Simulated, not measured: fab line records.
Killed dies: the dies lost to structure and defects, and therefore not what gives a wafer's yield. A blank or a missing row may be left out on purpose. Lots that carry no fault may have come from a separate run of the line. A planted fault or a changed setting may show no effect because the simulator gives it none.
fab line records	flow sfq-line
record lots=6	wafers=18	last-day=87
route steps=325 shown L0V@17 M0@28 I0@43 M1@58 M8@325
lots with no fault: from the same line, run without faults
start-h: start of the lot's first displayed wafer, in hours after the record's first day	wait-h: hours elapsed since this lot's preceding step	" repeats the value in the row above	L1.1+2: one row covering several wafers at once	- no value, or no start was given	* or withheld: withheld	< > ~ a bound
route shown NAME@n: NAME is a module with steps in the file, n the number in the route of the first one	usual: mean/standard deviation taken from wafers without a fault	same: alike in all rows	chamber/n: place in a boat	sites: readings site by site	_std_site: how widely they spread, as a standard deviation	_edge_site: inner sites' mean taken away from outer sites' mean	radius-mm: for every site, how far away it sits from the centre of the wafer	mask NAME#n: copy n	behind: the last tool/chamber to shape the wafer	hold: why the lot was held/for how many hours/how that ended	device: the transistor (n, p or np) that didn't switch	end of line: the route-end tests of the same wafers	step lacking rows: just its recipe	killed: the dies lost at the first sort to structure and to defects; this is not the yield of the wafer	map: a wafer's dies, marking killed ones x, the rest . and places with no die _
set.NAME: the setting that was run; set.NAME@STEP: the one run at that earlier step	model.NAME: the simulator's own value behind a step, which no gauge read
lots seen at some steps along the route; tables by step, rows by wafer
services: a tool's chamber out of use, with start hour (start-h, from the record's first day; less than 0 if before it), hours out, and reason
## steps
# step SFQ_TRILAYER_L0_VIA_LITHO_COAT_018
# recipe resist=BARC	spin-rpm=3000	resist-thk-nm=62
# step SFQ_TRILAYER_L0_VIA_LITHO_COAT_013
# recipe resist=KrF	spin-rpm=3000	resist-thk-nm=650
# step SFQ_TRILAYER_L0_VIA_LITHO_SOFTBAKE_017
# recipe temp-c=withheld	time-s=withheld	resist=KrF
# step SFQ_TRILAYER_L0_VIA_LITHO_EXPOSE_014
# recipe mask-id=L0V	na=0.6	source-shape=conventional	sigma-outer=0.65	target-cd-nm=700	dose-mj=21.3
# step SFQ_TRILAYER_L0_VIA_LITHO_PEB_016
# recipe peb-temp-c=116	peb-time-s=60	resist=KrF
# step SFQ_TRILAYER_L0_VIA_LITHO_DEVELOP_015
# recipe time-s=60	resist=KrF
# step SFQ_L0V_OVL_MEAS_903
# usual L0V_OVL=-2/5.1
lot.wafer	tool	chamber	start-h	wait-h	L0V_OVL[nm]
L272.1	overlay-02	-	214.59	0.1	9
L272.2	"	-	"	"	4
L272.3	"	-	"	"	-2
L274.1	overlay-02	-	221.91	0.1	-1
L274.2	"	-	"	"	-5
L274.5	"	-	"	"	4
L284.1	overlay-01	-	285.76	0.1	-3
L284.4	"	-	"	"	-1
L284.6	"	-	"	"	-1
L285.1	overlay-02	-	292.96	0.1	-2
L285.2	"	-	"	"	-8
L285.5	"	-	"	"	0
L286.2	overlay-01	-	303.77	0.1	-2
L286.3	"	-	"	"	-4
L286.5	"	-	"	"	-11
L287.3	overlay-02	-	304.97	0.1	7
L287.5	"	-	"	"	6
L287.6	"	-	"	"	4
# step SFQ_TRILAYER_L0_VIA_BARC_OPEN_VIA_ETCH_021
# recipe mask-material=PR	chemistry=O2	target-depth-nm=125	target=BARC	source-w=500	bias-w=80	pressure-mtorr=30	time-s=41.7
# usual drypump-motor-current-A=5.8/0.51	oes-product-au=0.685/0.0045
lot.wafer	tool	chamber	start-h	wait-h	drypump-motor-current-A	oes-product-au	rf-hours-counter-h
L272.1	rie-diel-01	0	214.62	0.0	6.0	0.689	120
L272.2	"	2	"	"	6.4	0.681	122
L272.3	"	1	"	"	6.0	0.683	28
L274.1	rie-diel-03	2	221.95	0.0	5.7	0.683	43
L274.2	"	3	"	"	5.9	0.689	18
L274.5	"	3	"	"	5.9	0.689	-
L284.1	rie-diel-01	1	285.80	0.0	6.0	0.693	29
L284.4	"	3	"	"	6.2	0.691	-
L284.6	"	1	"	"	6.0	0.689	-
L285.1	rie-diel-01	3	293.00	0.0	6.2	0.683	119
L285.2	"	0	"	"	6.0	0.682	121
L285.5	"	2	"	"	6.5	0.688	-
L286.2	rie-diel-03	2	303.80	0.0	5.7	0.677	44
L286.3	"	3	"	"	5.9	0.692	20
L286.5	"	0	"	"	5.8	0.688	-
L287.3	rie-diel-01	2	305.00	0.0	6.4	0.687	123
L287.5	"	2	"	"	6.4	0.684	-
L287.6	"	0	"	"	6.0	0.676	-
# step SFQ_TRILAYER_L0_VIA_ETCH_VIA_ETCH_016
# recipe target=SiO2	stop-on=MoNx_KI	mask-material=PR	chemistry=CHF3	target-depth-nm=80	source-w=500	bias-w=80	pressure-mtorr=30	time-s=withheld
# usual drypump-motor-current-A=5.8/0.51	oes-product-au=0.841/0.0081
lot.wafer	tool	chamber	start-h	wait-h	drypump-motor-current-A	oes-product-au
L272.1	rie-diel-01	0	214.66	0.0	6.0	0.824
L272.2	"	2	"	"	6.4	0.840
L272.3	"	1	"	"	6.0	0.833
L274.1	rie-diel-03	2	221.99	0.0	5.7	0.839
L274.2	"	3	"	"	5.9	0.834
L274.5	"	3	"	"	5.8	0.842
L284.1	rie-diel-01	1	285.84	0.0	6.0	0.837
L284.4	"	3	"	"	6.2	0.844
L284.6	"	1	"	"	6.0	0.839
L285.1	rie-diel-01	3	293.04	0.0	6.2	0.842
L285.2	"	0	"	"	6.0	0.832
L285.5	"	2	"	"	6.4	0.851
L286.2	rie-diel-03	2	303.84	0.0	5.7	0.841
L286.3	"	3	"	"	5.9	0.848
L286.5	"	0	"	"	5.7	0.844
L287.3	rie-diel-01	2	305.04	0.0	6.5	0.840
L287.5	"	2	"	"	6.4	0.848
L287.6	"	0	"	"	5.9	0.847
# step SFQ_TRILAYER_L0_VIA_STRIP_STRIP_017
# recipe gas=O2	power-w=200	platen-temp-c=40	overash-fraction=0.65	chemistry=O2	pressure-mtorr=50
# step SFQ_TRILAYER_L0_VIA_STRIP_SOLV_CLEAN_018
# recipe chemistry=NMP	temp-c=70	time-s=600
# step SFQ_TRILAYER_M0_DEP_PRE_CLEAN_020
# recipe gas=Ar	time-s=15	bias-v=250
# step SFQ_TRILAYER_M0_DEP_SPUTTER_019
# recipe material=Nb	base-pressure-pa=1.33e-06	chamber-pressure-pa=0.1333	substrate-temp-c=20	resputter-cathode-voltage-v=400	target-thk-nm=200	power-w=2000	time-s=133.3
# usual chamber-pressure-pa=0.13329/0.00027	throttle-valve-pct=30.5/1.1
lot.wafer	tool	chamber	start-h	wait-h	chamber-pressure-pa	throttle-valve-pct	model.Nb_of_TRILAYER_M0_DEP_SPUTTER_019.thk-nm
L272.1	pvd-sputter-03	-	215.51	0.0	0.13336	30.8	197.4
L272.2	"	-	"	"	0.13367	31.3	199.6
L272.3	"	-	"	"	0.13294	30.6	198.6
L274.1	pvd-sputter-04	-	222.83	0.0	0.13349	29.4	202.2
L274.2	"	-	"	"	0.13321	31.0	201.8
L274.5	"	-	"	"	0.13324	27.8	200
L284.1	pvd-sputter-03	-	286.68	0.0	0.13314	30.3	202.4
L284.4	"	-	"	"	0.13338	31.3	199.7
L284.6	"	-	"	"	0.13351	31.2	200.5
L285.1	pvd-sputter-04	-	293.88	0.0	0.13337	29.0	134.1
L285.2	"	-	"	"	0.13278	28.1	133.4
L285.5	"	-	"	"	0.13365	31.1	134.9
L286.2	pvd-sputter-03	-	304.68	0.0	0.13295	30.4	200.5
L286.3	"	-	"	"	0.13307	31.3	201.1
L286.5	"	-	"	"	0.13352	30.9	199.9
L287.3	pvd-sputter-04	-	305.90	0.0	0.13301	29.4	136.1
L287.5	"	-	"	"	0.13359	28.1	137.7
L287.6	"	-	"	"	0.13307	29.5	137.3
# step SFQ_M0_RS_MEAS_904
# recipe thk-meas-gauge=four-point-probe	reads=Nb_of_TRILAYER_M0_DEP_SPUTTER_019
# usual M0_NB_RS=0.891/0.0078
lot.wafer	tool	chamber	start-h	wait-h	M0_NB_RS[ohm/sq]
L272.1	film-metro-04	-	215.60	0.0	0.904
L272.2	"	-	"	"	0.893
L272.3	"	-	"	"	0.898
L274.1	film-metro-03	-	222.93	0.0	0.878
L274.2	"	-	"	"	0.882
L274.5	"	-	"	"	0.889
L284.1	film-metro-03	-	286.78	0.0	0.878
L284.4	"	-	"	"	0.890
L284.6	"	-	"	"	0.886
L285.1	film-metro-03	-	293.98	0.0	1.332
L285.2	"	-	"	"	1.340
L285.5	"	-	"	"	1.325
L286.2	film-metro-01	-	304.80	0.1	0.886
L286.3	"	-	"	"	0.884
L286.5	"	-	"	"	0.891
L287.3	film-metro-03	-	306.03	0.1	1.312
L287.5	"	-	"	"	1.299
L287.6	"	-	"	"	1.301
# step SFQ_TRILAYER_M0_LITHO_COAT_026
# recipe resist=BARC	spin-rpm=3000	resist-thk-nm=62
# step SFQ_TRILAYER_M0_LITHO_COAT_021
# recipe resist=KrF	spin-rpm=3000	resist-thk-nm=600
# step SFQ_TRILAYER_M0_LITHO_SOFTBAKE_025
# recipe temp-c=withheld	time-s=withheld	resist=KrF
# step SFQ_TRILAYER_M0_LITHO_EXPOSE_022
# recipe mask-id=M0	na=0.6	source-shape=conventional	sigma-outer=0.65	target-cd-nm=500	dose-mj=14.4
# step SFQ_TRILAYER_M0_LITHO_PEB_024
# recipe peb-temp-c=115	peb-time-s=60	resist=KrF
# step SFQ_TRILAYER_M0_LITHO_DEVELOP_023
# recipe time-s=60	resist=KrF
# step SFQ_M0_OVL_MEAS_906
# usual M0_OVL=1/5.5
lot.wafer	tool	chamber	start-h	wait-h	M0_OVL[nm]
L272.1	overlay-02	-	333.89	0.1	-8
L272.2	"	-	"	"	-7
L272.3	"	-	"	"	-6
L274.1	overlay-01	-	336.29	0.1	-2
L274.2	"	-	"	"	-6
L274.5	"	-	"	"	-8
L284.1	overlay-01	-	411.62	0.1	-4
L284.4	"	-	"	"	-3
L284.6	"	-	"	"	0
L285.1	overlay-01	-	423.62	0.1	-9
L285.2	"	-	"	"	-8
L285.5	"	-	"	"	-8
L286.2	overlay-01	-	440.05	0.1	-12
L286.3	"	-	"	"	-8
L286.5	"	-	"	"	-9
L287.3	overlay-01	-	442.46	0.1	6
L287.5	"	-	"	"	3
L287.6	"	-	"	"	1
# step SFQ_TRILAYER_M0_BARC_OPEN_METAL_ETCH_031
# recipe mask-material=PR	chemistry=O2	target-depth-nm=125	target=BARC	icp-w=600	bias-w=80	pressure-mtorr=10	time-s=41.7
# step SFQ_TRILAYER_M0_ETCH_METAL_ETCH_024
# recipe target=Nb	stop-on=SiO2	mask-material=PR	chemistry=Cl2/Ar	target-depth-nm=240	icp-w=600	bias-w=80	pressure-mtorr=10.49	time-s=120
# usual drypump-motor-current-A=5.8/0.49	oes-product-au=0.893/0.006
lot.wafer	tool	chamber	start-h	wait-h	drypump-motor-current-A	oes-product-au	rf-hours-counter-h
L272.1	rie-metal-02	0	333.98	0.0	6.3	0.893	82
L272.2	"	1	"	"	5.1	0.883	13
L272.3	"	1	"	"	5.1	0.885	-
L274.1	rie-metal-02	1	336.38	0.0	5.1	0.896	13
L274.2	"	0	"	"	6.3	0.900	82
L274.5	"	1	"	"	5.1	0.895	-
L284.1	rie-metal-02	1	411.74	0.1	5.0	0.895	22
L284.4	"	1	"	"	5.1	0.898	-
L284.6	"	0	"	"	6.3	0.897	-
L285.1	rie-metal-04	0	423.78	0.1	6.1	0.722	55
L285.2	"	0	"	"	6.2	0.717	-
L285.5	"	0	"	"	6.2	0.730	-
L286.2	rie-metal-03	0	440.14	0.0	5.5	0.891	24
L286.3	"	1	"	"	5.2	0.898	-
L286.5	"	1	"	"	5.3	0.898	-
L287.3	rie-metal-02	0	442.59	0.1	6.3	0.718	-
L287.5	"	0	"	"	6.3	0.734	-
L287.6	"	1	"	"	5.0	0.732	-
# step SFQ_TRILAYER_M0_STRIP_STRIP_025
# recipe gas=O2	power-w=200	platen-temp-c=40	overash-fraction=0.65	chemistry=O2	pressure-mtorr=50
# usual drypump-motor-current-A=5.8/0.5	oes-product-au=1.002/0.0087
lot.wafer	tool	chamber	start-h	wait-h	drypump-motor-current-A	oes-product-au	rf-hours-counter-h
L272.1	rie-metal-02	0	334.11	0.1	6.3	1.003	82
L272.2	"	1	"	"	5.1	1.006	13
L272.3	"	1	"	"	5.1	1.003	-
L274.1	rie-metal-02	1	336.51	0.1	5.1	1.010	13
L274.2	"	0	"	"	6.3	1.002	82
L274.5	"	1	"	"	5.1	1.011	-
L284.1	rie-metal-02	1	411.90	0.1	5.1	1.002	22
L284.4	"	1	"	"	5.1	1.006	-
L284.6	"	0	"	"	6.3	0.995	-
L285.1	rie-metal-04	0	424.03	0.2	6.1	1.002	55
L285.2	"	0	"	"	6.2	1.001	-
L285.5	"	0	"	"	6.2	0.995	-
L286.2	rie-metal-03	0	440.27	0.1	5.5	1.010	24
L286.3	"	1	"	"	5.3	0.995	-
L286.5	"	1	"	"	5.2	0.993	-
L287.3	rie-metal-02	0	442.87	0.2	6.3	0.991	-
L287.5	"	0	"	"	6.3	0.989	-
L287.6	"	1	"	"	5.1	0.991	-
# step SFQ_TRILAYER_M0_STRIP_SOLV_CLEAN_026
# recipe chemistry=NMP	temp-c=70	time-s=600
# step SFQ_TRILAYER_I0_DEP_PECVD_027
# recipe material=SiO2	temp-c=150	time-s=111.11	pressure-torr=2.4	rf-w=183.3	precursor=SiH4/N2O	target-thk-nm=500
# step SFQ_TRILAYER_I0_CMP_CMP_028
# recipe material=SiO2	down-force-psi=3	platen-rpm=60	pad-velocity-m-s=0.94248
# usual edge-zone-pressure-frac=1.000/0.0048	motor-current-A=10.7/1.1	platen-rpm=60.00/0.045	time-to-endpoint-s=218/7.9
lot.wafer	tool	chamber	start-h	wait-h	edge-zone-pressure-frac	motor-current-A	platen-rpm	time-to-endpoint-s
L272.3	cmp-01	2	334.96	0.0	1.005	9.2	60.04	219
L272.2	"	3	"	"	0.997	12.2	60.03	219
L272.1	"	1	336.46	1.5	0.999	9.5	60.00	224
L274.1	cmp-01	1	338.46	1.1	0.991	9.8	60.07	231
L274.2	"	2	"	"	1.006	8.8	59.96	226
L274.5	"	0	339.96	2.6	1.000	11.9	59.98	239
L284.4	cmp-02	1	413.46	0.5	0.996	9.8	60.03	227
L284.1	"	3	414.46	1.5	1.003	11.3	59.99	226
L284.6	"	0	"	"	0.999	11.1	59.96	216
L285.1	cmp-02	3	425.48	0.0	0.994	11.2	60.09	214
L285.2	"	1	426.48	1.0	1.003	10.4	59.97	212
L285.5	"	3	427.48	2.0	1.000	11.1	60.08	227
L286.3	cmp-01	0	442.18	1.0	1.011	11.9	60.02	228
L286.2	"	1	"	"	0.998	9.4	60.04	229
L286.5	"	3	443.68	2.5	1.002	12.6	60.00	217
L287.3	cmp-02	2	444.52	1.0	0.997	10.3	59.97	208
L287.6	"	0	445.52	2.0	1.002	11.5	60.01	223
L287.5	"	1	"	"	1.000	9.9	60.09	218
# step SFQ_I0_BOW_MEAS_907
# recipe mode=bow
# usual I0_BOW=1/6.8
lot.wafer	tool	chamber	start-h	wait-h	I0_BOW[um]
L272.1	film-metro-01	-	337.96	1.0	-3
L272.2	"	-	"	"	6
L272.3	"	-	"	"	1
L274.1	film-metro-01	-	340.96	2.0	-9
L274.2	"	-	"	"	5
L274.5	"	-	"	"	-5
L284.1	film-metro-04	-	415.96	1.0	1
L284.4	"	-	"	"	6
L284.6	"	-	"	"	1
L285.1	film-metro-01	-	428.48	2.5	-10
L285.2	"	-	"	"	18
L285.5	"	-	"	"	1
L286.2	film-metro-01	-	444.20	1.0	0
L286.3	"	-	"	"	8
L286.5	"	-	"	"	-10
L287.3	film-metro-02	-	446.56	1.5	-2
L287.5	"	-	"	"	1
L287.6	"	-	"	"	3
# step SFQ_TRILAYER_I0_METRO_MEASURE_029
# step SFQ_TRILAYER_I0_VIA_LITHO_COAT_036
# recipe resist=BARC	spin-rpm=3000	resist-thk-nm=62
# step SFQ_TRILAYER_I0_VIA_LITHO_COAT_031
# recipe resist=KrF	spin-rpm=3000	resist-thk-nm=650
# step SFQ_TRILAYER_I0_VIA_LITHO_SOFTBAKE_035
# recipe temp-c=withheld	time-s=withheld	resist=KrF
# step SFQ_TRILAYER_I0_VIA_LITHO_EXPOSE_032
# recipe mask-id=I0	na=0.6	source-shape=conventional	sigma-outer=0.65	target-cd-nm=500	dose-mj=21.5
# step SFQ_TRILAYER_I0_VIA_LITHO_PEB_034
# recipe peb-temp-c=115	peb-time-s=60	resist=KrF
# step SFQ_TRILAYER_I0_VIA_LITHO_DEVELOP_033
# recipe time-s=60	resist=KrF
# step SFQ_I0_OVL_MEAS_908
# usual I0_OVL=1/5.7
lot.wafer	tool	chamber	start-h	wait-h	I0_OVL[nm]
L272.1	overlay-01	-	478.57	0.1	4
L272.2	"	-	"	"	6
L272.3	"	-	"	"	8
L274.1	overlay-02	-	483.37	0.1	-3
L274.2	"	-	"	"	-2
L274.5	"	-	"	"	-1
L284.1	overlay-01	-	570.52	0.1	3
L284.4	"	-	"	"	-5
L284.6	"	-	"	"	-2
L285.1	overlay-02	-	582.52	0.1	2
L285.2	"	-	"	"	6
L285.5	"	-	"	"	4
L286.2	overlay-02	-	595.73	0.1	-1
L286.3	"	-	"	"	-4
L286.5	"	-	"	"	-8
L287.3	overlay-01	-	598.14	0.1	-2
L287.5	"	-	"	"	2
L287.6	"	-	"	"	2
# step SFQ_TRILAYER_I0_VIA_BARC_OPEN_VIA_ETCH_046
# recipe mask-material=PR	chemistry=O2	target-depth-nm=125	target=BARC	source-w=500	bias-w=80	pressure-mtorr=30	time-s=41.7
# step SFQ_TRILAYER_I0_VIA_ETCH_VIA_ETCH_034
# recipe target=SiO2	stop-on=Nb	mask-material=PR	taper-deg=20	chemistry=CHF3	target-depth-nm=260	source-w=500	bias-w=80	pressure-mtorr=30	time-s=withheld
# usual drypump-motor-current-A=5.7/0.58	oes-product-au=0.855/0.005
lot.wafer	tool	chamber	start-h	wait-h	drypump-motor-current-A	oes-product-au
L272.1	rie-diel-03	1	478.65	0.0	4.9	0.853
L272.2	"	3	"	"	5.9	0.850
L272.3	"	2	"	"	5.7	0.862
L274.1	rie-diel-02	0	483.47	0.0	5.9	0.856
L274.2	"	1	"	"	6.0	0.849
L274.5	"	0	"	"	6.0	0.850
L284.1	rie-diel-02	2	570.60	0.0	4.7	0.862
L284.4	"	3	"	"	6.2	0.855
L284.6	"	0	"	"	6.0	0.856
L285.1	rie-diel-02	2	582.60	0.0	4.7	0.856
L285.2	"	1	"	"	6.0	0.853
L285.5	"	3	"	"	6.2	0.864
L286.2	rie-diel-01	3	595.80	0.0	6.2	0.858
L286.3	"	1	"	"	6.0	0.860
L286.5	"	2	"	"	6.4	0.859
L287.3	rie-diel-02	3	598.20	0.0	6.1	0.856
L287.5	"	0	"	"	5.9	0.856
L287.6	"	1	"	"	6.0	0.859
# step SFQ_TRILAYER_I0_VIA_STRIP_STRIP_035
# recipe gas=O2	power-w=200	platen-temp-c=40	overash-fraction=0.65	chemistry=O2	pressure-mtorr=50
# step SFQ_TRILAYER_I0_VIA_STRIP_SOLV_CLEAN_036
# recipe chemistry=NMP	temp-c=70	time-s=600
# step SFQ_TRILAYER_M1_DEP_PRE_CLEAN_038
# recipe gas=Ar	time-s=22.5	bias-v=250
# step SFQ_M8_BOW_MEAS_951
# recipe mode=bow
# usual M8_BOW=6/11
lot.wafer	tool	chamber	start-h	wait-h	M8_BOW[um]	model.etest.m0.ohm-um	model.etest.i0.link-ohm	model.etest.m0.ohm-sq
L272.1	film-metro-02	-	1939.11	0.0	5	1.802	1.987	0.9011
L272.2	"	-	"	"	16	1.779	1.946	0.8913
L272.3	"	-	"	"	11	1.785	1.949	0.8958
L274.1	film-metro-01	-	1943.91	0.0	-8	1.753	1.942	0.8797
L274.2	"	-	"	"	7	1.761	1.929	0.8813
L274.5	"	-	"	"	-2	1.776	1.932	0.8894
L284.1	film-metro-04	-	2021.36	0.0	-16	1.752	1.948	0.8791
L284.4	"	-	"	"	-12	1.774	1.948	0.8907
L284.6	"	-	"	"	-16	1.769	1.969	0.8872
L285.1	film-metro-02	-	2076.34	0.0	-6	2.649	2.374	1.326
L285.2	"	-	"	"	22	2.669	2.395	1.333
L285.5	"	-	"	"	3	2.645	2.402	1.319
L286.2	film-metro-04	-	2088.19	0.0	19	1.786	1.962	0.8872
L286.3	"	-	"	"	26	1.773	1.979	0.8844
L286.5	"	-	"	"	9	1.79	1.96	0.8898
L287.3	film-metro-01	-	2094.06	0.0	14	2.604	2.377	1.307
L287.5	"	-	"	"	17	2.584	2.365	1.292
L287.6	"	-	"	"	19	2.581	2.388	1.296
## services
tool	chamber	start-h	hours	kind
rie-diel-03	-	216.05	0.1	repair
rie-metal-02	1	248.22	7.3	repair
rie-diel-01	1	264.84	8.5	repair
rie-diel-01	0	271.13	18.2	repair
rie-diel-01	1	286.19	11.4	repair
rie-diel-01	3	298.69	7.6	repair
rie-diel-01	-	298.97	0.3	repair
rie-diel-03	3	328.63	7.2	repair
rie-diel-01	0	332.56	2.2	repair
rie-diel-01	3	332.62	11.2	repair
rie-diel-03	1	333.36	13.7	repair
rie-diel-03	2	355.41	4.9	repair
rie-metal-02	-	370.97	0.1	repair
rie-metal-02	1	380.56	1.4	repair
rie-diel-01	0	382.14	4.9	repair
rie-diel-03	3	392.61	15.4	repair
rie-diel-01	-	423.21	2.8	pm
rie-diel-03	-	430.01	0.2	repair
rie-diel-03	3	440.10	2.7	repair
rie-diel-03	1	442.72	7.8	repair
rie-diel-01	0	452.09	11.5	repair
rie-metal-02	-	474.70	2.8	pm
rie-diel-03	1	511.72	2.9	repair
rie-diel-03	-	556.15	10.0	pm
## key
first-sign step=SFQ_M0_RS_MEAS_904	reading=M0_NB_RS	direction=up	sigmas=55	usual=0.891	struck=1.318
effect step=SFQ_TRILAYER_M0_ETCH_METAL_ETCH_024	reading=oes-product-au	direction=down	sigmas=28	usual=0.893	struck=0.725
model-effect step=SFQ_TRILAYER_M0_DEP_SPUTTER_019	value=Nb_of_TRILAYER_M0_DEP_SPUTTER_019.thk-nm	without=198.9	struck=135.6
model-effect step=SFQ_M8_BOW_MEAS_951	value=etest.m0.ohm-um	without=1.788	struck=2.622
met-at SFQ_TRILAYER_M0_DEP_SPUTTER_019
struck-wafers L285.1,L285.2,L285.5,L287.3,L287.5,L287.6
onset-between 222.83 293.88
also-fits SFQ_TRILAYER_L0_VIA_BARC_OPEN_VIA_ETCH_021:rie-diel-01,SFQ_TRILAYER_L0_VIA_ETCH_VIA_ETCH_016:rie-diel-01
fault kind=process-parameter-drift	tool=pvd-sputter-04	chamber=-	onset-h=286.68	steps=SFQ_TRILAYER_M0_DEP_SPUTTER_019	channel=target-thk-nm	offset=-63.263	shape=step	end-h=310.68	acts-in=these-recipes-only	stated=200
